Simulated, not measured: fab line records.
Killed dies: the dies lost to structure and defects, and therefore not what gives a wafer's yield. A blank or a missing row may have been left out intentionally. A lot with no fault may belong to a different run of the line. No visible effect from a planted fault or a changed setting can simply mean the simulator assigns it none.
2 desks, one fault -- flow sky130 -- only its own numbers are on each desk; what lay behind them is given at the end

## THE METROLOGY DESK
What the gauges read for every lot (on any tool): the sampled wafers with a number, averaged. If a lot's mean is further than 4 standard deviations from the usual mean, the lot is out of limits and carries the mark OUT (the distance appears in the brackets).
Columns: A = cd-nm at SKY_VIA1_CD_MEAS_12, usual 149.9 nm; B = VIA1_OVL at SKY_VIA1_OVL_MEAS_13, usual 2 nm; C = VIA1_W_RS at SKY_VIA1_RS_MEAS_22, usual 0.425 ohm/sq; D = VIA1_W_THK at SKY_VIA1_THK_MEAS_23, usual 270 nm
lot,first seen here,A,B,C,D
L258,day 36 07:16,147.7,8,0.427,271
L260,day 37 03:41,147.4,5,0.426,270
L263,day 38 00:10,150.7,0,0.428,266
L264,day 38 07:35,148.4,4,0.424,268
L265,day 38 13:45,148.7,2,0.426,269
L267,day 39 06:29,151.6,4,0.424,271
L273,day 40 22:26,150.3,5,0.427,270
This desk found nothing out of limits on any of the 7 lots.

## THE TOOL OWNER'S DESK: cmp-01
The tool's own readings at SKY_VIA1_CMP_24 (polishes, stops on SiO2, t overpolish 15 s, target thk 0 nm): means of the sampled wafers that have a number, for each lot that ran on this tool. If a lot's mean is further than 4 standard deviations from the usual mean, the lot is out of limits and carries the mark OUT (the distance appears in the brackets).
Columns: A = motor-current-A at SKY_VIA1_CMP_24, usual 10.6 A; B = overpolish-run-s at SKY_VIA1_CMP_24, usual 14.999 s; C = time-to-endpoint-s at SKY_VIA1_CMP_24, usual 63 s
lot,first seen here,A,B,C
L260,day 37 04:52,10.5,15.004,62
L263,day 38 01:22,11.1,0.039 (-99 or more) OUT,104 (+12) OUT
L264,day 38 08:49,10.8,0.037 (-99 or more) OUT,105 (+12) OUT
L265,day 38 15:04,10.6,0.042 (-99 or more) OUT,104 (+12) OUT
This desk finds L263, L264, L265 out of limits, L263 being first, at day 38 01:22 (overpolish-run-s at SKY_VIA1_CMP_24). L260: within limits.

## ALL TOGETHER
The tool owner's desk could have raised an alarm at day 38 01:22, on L263, L264, L265.
Metrology desk: nothing out of limits seen.
The metrology desk holds a record of L263, L264, L265, inside its limits.
Every lot named ran SKY_VIA1_CMP_24 on cmp-01.

## WHAT HAD BEEN PUT IN BY THE SIMULATOR
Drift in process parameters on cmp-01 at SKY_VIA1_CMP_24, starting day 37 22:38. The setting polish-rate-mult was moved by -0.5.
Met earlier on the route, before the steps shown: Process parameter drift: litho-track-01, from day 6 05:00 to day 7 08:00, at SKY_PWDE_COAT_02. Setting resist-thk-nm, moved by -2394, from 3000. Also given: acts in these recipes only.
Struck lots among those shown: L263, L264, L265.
Time in hours from fault onset to the first out-of-limits reading at each desk: the tool owner's desk, 3.
